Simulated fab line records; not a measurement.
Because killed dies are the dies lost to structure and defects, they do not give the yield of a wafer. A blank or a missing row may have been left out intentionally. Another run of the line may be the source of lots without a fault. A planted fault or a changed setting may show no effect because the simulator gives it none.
fab line records	flow gf180mcu	part 1 of 2: steps 1 to 25 of 36
record lots=5	wafers=15	lastDay=33
route steps=602 shown MVSD@69 MVPSD@78 VT_IMPLANT@90
lots untouched by any fault: they come from a run of this same line in which no faults occurred
startH: the number of hours between the record's first day and the start of the first shown wafer of the lot	waitH: hours since the lot's step before	" unchanged from the row above	L1.1+2: several wafers, shown together as one row	- no value, or no start given	* or withheld: withheld	< > ~ a bound
route shown NAME@n: NAME is a module with steps in the file, n the number in the route of the first one	usual: average and standard deviation across the fault-free wafers	same: alike in all rows	chamber/n: place in a boat	sites: each site's reading	_std_site: standard deviation across them	_edge_site: inner sites' mean taken away from outer sites' mean	radiusMm: for every site, how far away it sits from the centre of the wafer	mask NAME#n: copy n	behind: the tool/chamber that last shaped the wafer	hold: the reason the lot was held/the length of the hold in hours/how it ended	device: the transistor (n, p or np) that didn't switch	end of line: the route-end tests of the same wafers	step lacking rows: just its recipe	killed: count of dies lost to structure and defects at first sort (not the wafer's yield)	map: a wafer's dies, x killed, . not, _ none there
set.NAME: the setting as run; set.NAME@STEP: as run at that earlier step	model.NAME: the simulator's own value behind a step, which no gauge read
lots at selected steps of the route; one table per step, one row per wafer
services: the hour from which a tool's chamber was out of use, counted from the record's first day as startH (under 0 if before that day), plus the number of hours and why
## steps
# step GF_MVSD_SOFTBAKE_03
# recipe tempC=110	timeS=withheld
# usual exhaustPa=45.1/0.86
lot.wafer	tool	chamber	startH	waitH	exhaustPa
L081.2	lithoTrack-03	0	115.53	0.1	44.0
L081.3	"	0	"	"	44.9
L081.5	"	0	"	"	43.1
L086.1	lithoTrack-03	0	147.39	0.1	44.6
L086.2	"	0	"	"	44.7
L086.3	"	0	"	"	45.5
L088.1	lithoTrack-04	0	159.78	0.1	46.3
L088.2	"	0	"	"	45.1
L088.4	"	0	"	"	45.9
L090.1	lithoTrack-03	0	168.24	0.1	45.1
L090.2	"	0	"	"	46.0
L090.5	"	0	"	"	45.5
L093.1	lithoTrack-04	0	186.58	0.1	45.4
L093.2	"	0	"	"	45.5
L093.5	"	0	"	"	45.5
# step GF_MVSD_EXPOSE_04
# recipe maskId=MVSD	targetCdNm=1000	na=0.6	sourceShape=conventional	sigmaOuter=0.6	doseMj=260
# usual focusOffsetNm=0.0/0.45
# same sigmaOuter=0.6
lot.wafer	tool	chamber	startH	waitH	mask	focusOffsetNm
L081.2	ilineStepper-02	0	-	-	MVSD#0	0.0
L081.3	"	0	"	"	MVSD#0	0.4
L081.5	"	0	"	"	MVSD#0	0.4
L086.1	ilineStepper-01	0	-	-	MVSD#0	1.0
L086.2	"	0	"	"	MVSD#0	0.1
L086.3	"	0	"	"	MVSD#0	-0.3
L088.1	ilineStepper-01	0	-	-	MVSD#0	-0.2
L088.2	"	0	"	"	MVSD#0	0.1
L088.4	"	0	"	"	MVSD#0	-0.1
L090.1	ilineStepper-01	0	-	-	MVSD#0	-0.5
L090.2	"	0	"	"	MVSD#0	0.1
L090.5	"	0	"	"	MVSD#0	0.0
L093.1	ilineStepper-02	0	-	-	MVSD#0	-0.3
L093.2	"	0	"	"	MVSD#0	0.3
L093.5	"	0	"	"	MVSD#0	0.7
# step GF_MVSD_PEB_05
# recipe tempC=115	timeS=withheld
# usual exhaustPa=45.0/0.94
lot.wafer	tool	chamber	startH	waitH	exhaustPa
L081.2	lithoTrack-04	0	-	-	45.0
L081.3	"	0	"	"	44.5
L081.5	"	0	"	"	45.4
L086.1	lithoTrack-04	0	-	-	46.1
L086.2	"	0	"	"	44.5
L086.3	"	0	"	"	45.1
L088.1	lithoTrack-02	0	-	-	45.0
L088.2	"	0	"	"	44.8
L088.4	"	0	"	"	47.6
L090.1	lithoTrack-02	0	-	-	44.4
L090.2	"	0	"	"	45.0
L090.5	"	0	"	"	44.7
L093.1	lithoTrack-04	0	-	-	45.9
L093.2	"	0	"	"	43.1
L093.5	"	0	"	"	44.9
# step GF_MVSD_DEVELOP_06
# recipe wallAngleDeg=90	developTimeS=60	devTempC=23
# usual developerTempC=22.99/0.1	exhaustPa=44.9/0.83
lot.wafer	tool	chamber	startH	waitH	developerTempC	exhaustPa
L081.2	lithoTrack-04	0	-	-	23.12	45.0
L081.3	"	0	"	"	23.20	46.0
L081.5	"	0	"	"	23.06	45.2
L086.1	lithoTrack-04	0	-	-	22.91	45.4
L086.2	"	0	"	"	22.99	46.2
L086.3	"	0	"	"	23.05	45.0
L088.1	lithoTrack-02	0	-	-	23.04	45.6
L088.2	"	0	"	"	22.95	45.0
L088.4	"	0	"	"	22.82	44.9
L090.1	lithoTrack-02	0	-	-	23.01	45.4
L090.2	"	0	"	"	22.92	45.4
L090.5	"	0	"	"	22.79	44.8
L093.1	lithoTrack-04	0	-	-	22.71	46.1
L093.2	"	0	"	"	22.90	44.5
L093.5	"	0	"	"	23.01	45.3
# step GF_MVSD_OVL_MEAS_07
# usual MVSD_OVL=0.5/1.3
lot.wafer	tool	chamber	startH	waitH	MVSD_OVL[nm]
L081.2	overlay-02	-	122.84	-	0.6
L081.3	"	-	"	"	-0.9
L081.5	"	-	"	"	0.0
L086.1	overlay-02	-	154.83	-	-2.1
L086.2	"	-	"	"	0.3
L086.3	"	-	"	"	-1.6
L088.1	overlay-02	-	167.99	-	1.6
L088.2	"	-	"	"	1.2
L088.4	"	-	"	"	1.9
L090.1	overlay-02	-	176.24	-	1.0
L090.2	"	-	"	"	1.1
L090.5	"	-	"	"	1.9
L093.1	overlay-02	-	194.18	-	1.9
L093.2	"	-	"	"	1.3
L093.5	"	-	"	"	1.9
# step GF_MVSD_IMPLANT_08
# recipe species=P	energyKev=400	doseCm2=1.6e+13	tiltDeg=0
lot.wafer	tool	chamber	startH	waitH
L081.2+3+5	implanter-03	0	122.89	0.0
L086.1+2+3	implanter-02	0	154.87	0.0
L088.1+2+4	implanter-04	0	168.03	0.0
L090.1+2+5	implanter-03	0	176.28	0.0
L093.1+2+5	implanter-03	0	194.22	0.0
# step GF_MVSD_IMPLANT_09
# recipe species=P	energyKev=100	doseCm2=5e+12	tiltDeg=0
lot.wafer	tool	chamber	startH	waitH
L081.2+3+5	implanter-03	0	123.04	0.1
L086.1+2+3	implanter-02	0	155.02	0.1
L088.1+2+4	implanter-04	0	168.18	0.1
L090.1+2+5	implanter-03	0	176.43	0.1
L093.1+2+5	implanter-03	0	194.37	0.1
# step GF_MVSD_STRIP_10
# recipe chemistry=O2/N2	powerW=1400	pressureMtorr=1500	platenTempC=250	o2FlowSccm=3000	n2FlowSccm=300	overashFraction=0.5
# usual chamberPressureMTorr=1500.0/1.3	drypumpMotorCurrentA=5.4/0.6	heaterPowerW=344/29	oesProductAu=0.722/0.0048	stripTimeToEndpointS=36.96/0.089
lot.wafer	tool	chamber	startH	waitH	chamberPressureMTorr	drypumpMotorCurrentA	heaterPowerW	oesProductAu	rfHoursCounterH	stripTimeToEndpointS
L081.2	plasmaAsher-03	0	123.17	0.1	1499.3	5.0	339	0.715	44	36.81
L081.3	"	1	"	"	1499.4	5.1	385	0.723	-	36.80
L081.5	"	1	"	"	1500.9	5.0	384	0.713	-	36.93
L086.1	plasmaAsher-03	1	155.17	0.1	1498.2	5.0	391	0.717	48	37.04
L086.2	"	0	"	"	1500.2	5.0	340	0.721	48	36.82
L086.3	"	0	"	"	1501.2	5.0	334	0.721	-	36.96
L088.1	plasmaAsher-01	0	168.33	0.1	1497.6	4.9	332	0.730	6	37.03
L088.2	"	1	"	"	1499.2	6.1	352	0.723	6	37.05
L088.4	"	0	"	"	1501.6	4.9	340	0.718	-	37.01
L090.1	plasmaAsher-04	1	176.58	0.1	1500.7	6.5	340	0.716	38	37.00
L090.2	"	0	"	"	1499.4	5.0	282	0.728	38	36.98
L090.5	"	1	"	"	1500.6	6.5	342	0.715	-	37.10
L093.1	plasmaAsher-03	1	194.52	0.1	1499.2	5.1	375	0.733	52	37.13
L093.2	"	0	"	"	1499.5	5.0	332	0.718	52	37.12
L093.5	"	1	"	"	1498.4	5.1	390	0.726	-	37.06
# step GF_MVSD_TW_MEAS_11
# usual MVSD_TW=1572/15
lot.wafer	tool	chamber	startH	waitH	MVSD_TW
L081.2	filmMetro-04	-	123.28	0.1	1555
L081.3	"	-	"	"	1561
L081.5	"	-	"	"	1548
L086.1	filmMetro-03	-	155.27	0.1	1591
L086.2	"	-	"	"	1580
L086.3	"	-	"	"	1590
L088.1	filmMetro-03	-	168.43	0.1	1586
L088.2	"	-	"	"	1589
L088.4	"	-	"	"	1588
L090.1	filmMetro-02	-	176.68	0.1	1588
L090.2	"	-	"	"	1601
L090.5	"	-	"	"	1582
L093.1	filmMetro-03	-	194.64	0.1	1587
L093.2	"	-	"	"	1589
L093.5	"	-	"	"	1584
# step GF_MVPSD_DEHYDRATE_00
# recipe tempC=200	timeS=60
# usual exhaustPa=45.0/0.84
lot.wafer	tool	chamber	startH	waitH	exhaustPa
L081.2	lithoTrack-01	0	130.77	7.5	44.7
L081.3	"	0	"	"	45.0
L081.5	"	0	"	"	44.9
L086.1	lithoTrack-01	0	162.89	7.6	43.9
L086.2	"	0	"	"	45.0
L086.3	"	0	"	"	45.3
L088.1	lithoTrack-01	0	175.79	7.4	46.6
L088.2	"	0	"	"	45.4
L088.4	"	0	"	"	46.5
L090.1	lithoTrack-04	0	184.13	7.4	45.1
L090.2	"	0	"	"	44.8
L090.5	"	0	"	"	45.7
L093.1	lithoTrack-01	0	202.74	8.1	46.0
L093.2	"	0	"	"	45.0
L093.5	"	0	"	"	46.4
# step GF_MVPSD_HMDS_01
# recipe primeTimeS=60	primeTempC=120
# usual exhaustPa=45.2/0.91
lot.wafer	tool	chamber	startH	waitH	exhaustPa
L081.2	lithoTrack-01	0	130.92	0.1	43.6
L081.3	"	0	"	"	44.7
L081.5	"	0	"	"	44.4
L086.1	lithoTrack-01	0	163.04	0.1	45.0
L086.2	"	0	"	"	44.8
L086.3	"	0	"	"	44.7
L088.1	lithoTrack-01	0	175.94	0.1	47.1
L088.2	"	0	"	"	46.8
L088.4	"	0	"	"	46.7
L090.1	lithoTrack-04	0	184.28	0.1	45.4
L090.2	"	0	"	"	45.1
L090.5	"	0	"	"	45.8
L093.1	lithoTrack-01	0	202.89	0.1	45.1
L093.2	"	0	"	"	43.9
L093.5	"	0	"	"	45.1
# step GF_MVPSD_COAT_02
# recipe spinRpm=2000	resistThkNm=3000
# usual exhaustPa=44.9/0.96
lot.wafer	tool	chamber	startH	waitH	exhaustPa
L081.2	lithoTrack-01	0	131.07	0.1	45.8
L081.3	"	0	"	"	45.7
L081.5	"	0	"	"	45.5
L086.1	lithoTrack-01	0	163.19	0.1	45.5
L086.2	"	0	"	"	45.8
L086.3	"	0	"	"	46.0
L088.1	lithoTrack-01	0	176.09	0.1	44.7
L088.2	"	0	"	"	44.0
L088.4	"	0	"	"	44.6
L090.1	lithoTrack-04	0	184.43	0.1	42.6
L090.2	"	0	"	"	42.6
L090.5	"	0	"	"	43.6
L093.1	lithoTrack-01	0	203.04	0.1	44.9
L093.2	"	0	"	"	45.1
L093.5	"	0	"	"	45.3
# step GF_MVPSD_SOFTBAKE_03
# recipe tempC=110	timeS=withheld
# usual exhaustPa=44.8/0.8
lot.wafer	tool	chamber	startH	waitH	exhaustPa
L081.2	lithoTrack-01	0	131.23	0.1	44.3
L081.3	"	0	"	"	45.6
L081.5	"	0	"	"	45.5
L086.1	lithoTrack-01	0	163.34	0.1	45.4
L086.2	"	0	"	"	44.9
L086.3	"	0	"	"	44.7
L088.1	lithoTrack-01	0	176.24	0.1	44.9
L088.2	"	0	"	"	44.6
L088.4	"	0	"	"	45.9
L090.1	lithoTrack-04	0	184.58	0.1	44.3
L090.2	"	0	"	"	44.3
L090.5	"	0	"	"	44.6
L093.1	lithoTrack-01	0	203.19	0.1	44.6
L093.2	"	0	"	"	44.3
L093.5	"	0	"	"	44.0
# step GF_MVPSD_EXPOSE_04
# recipe maskId=MVPSD	targetCdNm=1000	na=0.6	sourceShape=conventional	sigmaOuter=0.6	doseMj=260
# usual focusOffsetNm=0.0/0.52
# same sigmaOuter=0.6
lot.wafer	tool	chamber	startH	waitH	mask	focusOffsetNm
L081.2	ilineStepper-01	0	-	-	MVPSD#0	0.1
L081.3	"	0	"	"	MVPSD#0	-0.7
L081.5	"	0	"	"	MVPSD#0	-0.4
L086.1	ilineStepper-01	0	-	-	MVPSD#0	-1.0
L086.2	"	0	"	"	MVPSD#0	-1.1
L086.3	"	0	"	"	MVPSD#0	-0.8
L088.1	ilineStepper-02	0	-	-	MVPSD#0	0.6
L088.2	"	0	"	"	MVPSD#0	0.4
L088.4	"	0	"	"	MVPSD#0	0.5
L090.1	ilineStepper-01	0	-	-	MVPSD#0	0.4
L090.2	"	0	"	"	MVPSD#0	-0.6
L090.5	"	0	"	"	MVPSD#0	-0.2
L093.1	ilineStepper-01	0	-	-	MVPSD#0	-0.3
L093.2	"	0	"	"	MVPSD#0	0.2
L093.5	"	0	"	"	MVPSD#0	0.4
# step GF_MVPSD_PEB_05
# recipe tempC=115	timeS=withheld
# usual exhaustPa=45.0/0.86
lot.wafer	tool	chamber	startH	waitH	exhaustPa
L081.2	lithoTrack-02	0	-	-	43.9
L081.3	"	0	"	"	43.4
L081.5	"	0	"	"	44.3
L086.1	lithoTrack-04	0	-	-	45.8
L086.2	"	0	"	"	45.7
L086.3	"	0	"	"	44.4
L088.1	lithoTrack-01	0	-	-	45.7
L088.2	"	0	"	"	45.4
L088.4	"	0	"	"	44.6
L090.1	lithoTrack-04	0	-	-	45.6
L090.2	"	0	"	"	45.4
L090.5	"	0	"	"	46.2
L093.1	lithoTrack-02	0	-	-	44.7
L093.2	"	0	"	"	45.9
L093.5	"	0	"	"	44.6
# step GF_MVPSD_DEVELOP_06
# recipe wallAngleDeg=90	developTimeS=60	devTempC=23
# usual developerTempC=23.02/0.1	exhaustPa=45.1/0.96
lot.wafer	tool	chamber	startH	waitH	developerTempC	exhaustPa
L081.2	lithoTrack-02	0	-	-	23.13	44.3
L081.3	"	0	"	"	23.14	44.6
L081.5	"	0	"	"	23.02	44.5
L086.1	lithoTrack-04	0	-	-	23.07	46.3
L086.2	"	0	"	"	23.01	46.7
L086.3	"	0	"	"	22.99	46.2
L088.1	lithoTrack-01	0	-	-	23.08	44.4
L088.2	"	0	"	"	22.98	45.1
L088.4	"	0	"	"	22.95	42.5
L090.1	lithoTrack-04	0	-	-	22.99	46.4
L090.2	"	0	"	"	23.02	45.2
L090.5	"	0	"	"	22.97	46.7
L093.1	lithoTrack-02	0	-	-	22.96	44.8
L093.2	"	0	"	"	22.83	44.9
L093.5	"	0	"	"	22.87	44.1
# step GF_MVPSD_OVL_MEAS_07
# usual MVPSD_OVL=-0.6/1.4
lot.wafer	tool	chamber	startH	waitH	MVPSD_OVL[nm]
L081.2	overlay-01	-	138.75	-	-3.4
L081.3	"	-	"	"	-2.0
L081.5	"	-	"	"	-1.2
L086.1	overlay-02	-	171.68	-	0.9
L086.2	"	-	"	"	1.0
L086.3	"	-	"	"	-0.9
L088.1	overlay-01	-	184.94	-	-1.8
L088.2	"	-	"	"	-1.6
L088.4	"	-	"	"	0.7
L090.1	overlay-01	-	192.93	-	-2.2
L090.2	"	-	"	"	-3.1
L090.5	"	-	"	"	-2.0
L093.1	overlay-02	-	211.99	-	-0.4
L093.2	"	-	"	"	-2.4
L093.5	"	-	"	"	-0.5
# step GF_MVPSD_IMPLANT_08
# recipe species=B	energyKev=170	doseCm2=1.5e+13	tiltDeg=0
lot.wafer	tool	chamber	startH	waitH
L081.2+3+5	implanter-03	0	138.80	0.0
L086.1+2+3	implanter-01	0	171.72	0.0
L088.1+2+4	implanter-04	0	184.98	0.0
L090.1+2+5	implanter-04	0	192.97	0.0
L093.1+2+5	implanter-03	0	212.03	0.0
# step GF_MVPSD_IMPLANT_09
# recipe species=B	energyKev=40	doseCm2=5e+12	tiltDeg=0
lot.wafer	tool	chamber	startH	waitH
L081.2+3+5	implanter-03	0	138.95	0.1
L086.1+2+3	implanter-01	0	171.87	0.1
L088.1+2+4	implanter-04	0	185.13	0.1
L090.1+2+5	implanter-04	0	193.12	0.1
L093.1+2+5	implanter-03	0	212.18	0.1
# step GF_MVPSD_STRIP_10
# recipe chemistry=O2/N2	powerW=1400	pressureMtorr=1500	platenTempC=250	o2FlowSccm=3000	n2FlowSccm=300	overashFraction=0.5
# usual chamberPressureMTorr=1500.2/1.3	drypumpMotorCurrentA=5.3/0.41	heaterPowerW=342/22	oesProductAu=0.722/0.0048	stripTimeToEndpointS=36.97/0.12
lot.wafer	tool	chamber	startH	waitH	chamberPressureMTorr	drypumpMotorCurrentA	heaterPowerW	oesProductAu	rfHoursCounterH	stripTimeToEndpointS
L081.2	plasmaAsher-03	0	139.08	0.1	1498.9	5.0	343	0.732	46	36.90
L081.3	"	0	"	"	1500.6	5.0	337	0.726	-	36.81
L081.5	"	1	"	"	1500.2	5.1	388	0.725	-	37.05
L086.1	plasmaAsher-02	0	172.02	0.1	1497.8	5.6	332	0.727	50	36.90
L086.2	"	1	"	"	1500.2	5.2	314	0.728	50	36.92
L086.3	"	1	"	"	1499.7	5.1	310	0.732	-	36.91
L088.1	plasmaAsher-02	0	185.28	0.1	1498.3	5.6	342	0.712	51	37.01
L088.2	"	1	"	"	1497.5	5.1	316	0.726	51	37.06
L088.4	"	0	"	"	1500.4	5.7	338	0.719	-	36.98
L090.1	plasmaAsher-03	1	193.27	0.1	1498.4	5.1	393	0.713	52	36.89
L090.2	"	0	"	"	1500.1	5.0	346	0.729	52	36.88
L090.5	"	1	"	"	1500.3	5.1	378	0.715	-	36.90
L093.1	plasmaAsher-02	0	212.33	0.1	1500.6	5.6	330	0.723	54	36.87
L093.2	"	1	"	"	1498.6	5.1	318	0.724	54	36.90
L093.5	"	0	"	"	1499.5	5.7	343	0.717	-	36.96
# step GF_MVPSD_TW_MEAS_11
# usual MVPSD_TW=551/4.9
lot.wafer	tool	chamber	startH	waitH	MVPSD_TW
L081.2	filmMetro-02	-	139.19	0.1	550
L081.3	"	-	"	"	550
L081.5	"	-	"	"	548
L086.1	filmMetro-02	-	172.12	0.1	559
L086.2	"	-	"	"	557
L086.3	"	-	"	"	558
L088.1	filmMetro-04	-	185.38	0.1	546
L088.2	"	-	"	"	543
L088.4	"	-	"	"	542
L090.1	filmMetro-03	-	193.37	0.1	557
L090.2	"	-	"	"	559
L090.5	"	-	"	"	560
L093.1	filmMetro-03	-	212.43	0.1	559
L093.2	"	-	"	"	557
L093.5	"	-	"	"	556
# step GF_VT_IMPLANT_DEHYDRATE_00
# recipe tempC=200	timeS=60
# usual exhaustPa=44.9/0.89
lot.wafer	tool	chamber	startH	waitH	exhaustPa
L081.2	lithoTrack-04	0	146.00	6.8	46.0
L081.3	"	0	"	"	44.7
L081.5	"	0	"	"	44.9
L086.1	lithoTrack-03	0	179.64	7.5	44.5
L086.2	"	0	"	"	43.4
L086.3	"	0	"	"	45.1
L088.1	lithoTrack-03	0	192.84	7.5	44.4
L088.2	"	0	"	"	45.3
L088.4	"	0	"	"	46.9
L090.1	lithoTrack-03	0	200.94	7.6	46.0
L090.2	"	0	"	"	46.7
L090.5	"	0	"	"	45.5
L093.1	lithoTrack-03	0	221.24	8.8	43.9
L093.2	"	0	"	"	45.0
L093.5	"	0	"	"	44.4
# step GF_VT_IMPLANT_HMDS_01
# recipe primeTimeS=60	primeTempC=120
# usual exhaustPa=44.8/1
lot.wafer	tool	chamber	startH	waitH	exhaustPa
L081.2	lithoTrack-04	0	146.15	0.1	45.5
L081.3	"	0	"	"	43.1
L081.5	"	0	"	"	43.8
L086.1	lithoTrack-03	0	179.79	0.1	43.3
L086.2	"	0	"	"	45.3
L086.3	"	0	"	"	45.4
L088.1	lithoTrack-03	0	192.99	0.1	44.4
L088.2	"	0	"	"	44.6
L088.4	"	0	"	"	45.4
L090.1	lithoTrack-03	0	201.09	0.1	42.8
L090.2	"	0	"	"	44.3
L090.5	"	0	"	"	43.7
L093.1	lithoTrack-03	0	221.39	0.1	44.7
L093.2	"	0	"	"	45.8
L093.5	"	0	"	"	44.6
# step GF_VT_IMPLANT_COAT_02
# recipe resist=NOVOLAK	spinRpm=3000	resistThkNm=1000
# usual exhaustPa=45.0/1
lot.wafer	tool	chamber	startH	waitH	exhaustPa
L081.2	lithoTrack-04	0	146.30	0.1	44.8
L081.3	"	0	"	"	43.7
L081.5	"	0	"	"	45.0
L086.1	lithoTrack-03	0	179.94	0.1	43.9
L086.2	"	0	"	"	44.9
L086.3	"	0	"	"	44.3
L088.1	lithoTrack-03	0	193.14	0.1	45.5
L088.2	"	0	"	"	44.1
L088.4	"	0	"	"	45.1
L090.1	lithoTrack-03	0	201.24	0.1	45.0
L090.2	"	0	"	"	45.2
L090.5	"	0	"	"	44.9
L093.1	lithoTrack-03	0	221.54	0.1	45.1
L093.2	"	0	"	"	44.0
L093.5	"	0	"	"	45.9
# step GF_VT_IMPLANT_SOFTBAKE_03
# recipe tempC=90	timeS=60	resist=NOVOLAK
# usual exhaustPa=44.9/0.93
lot.wafer	tool	chamber	startH	waitH	exhaustPa
L081.2	lithoTrack-04	0	146.45	0.1	44.4
L081.3	"	0	"	"	44.4
L081.5	"	0	"	"	45.1
L086.1	lithoTrack-03	0	180.09	0.1	44.4
L086.2	"	0	"	"	43.3
L086.3	"	0	"	"	43.6
L088.1	lithoTrack-03	0	193.29	0.1	43.7
L088.2	"	0	"	"	43.8
L088.4	"	0	"	"	43.3
L090.1	lithoTrack-03	0	201.39	0.1	46.9
L090.2	"	0	"	"	45.3
L090.5	"	0	"	"	45.9
L093.1	lithoTrack-03	0	221.69	0.1	46.1
L093.2	"	0	"	"	45.1
L093.5	"	0	"	"	45.1
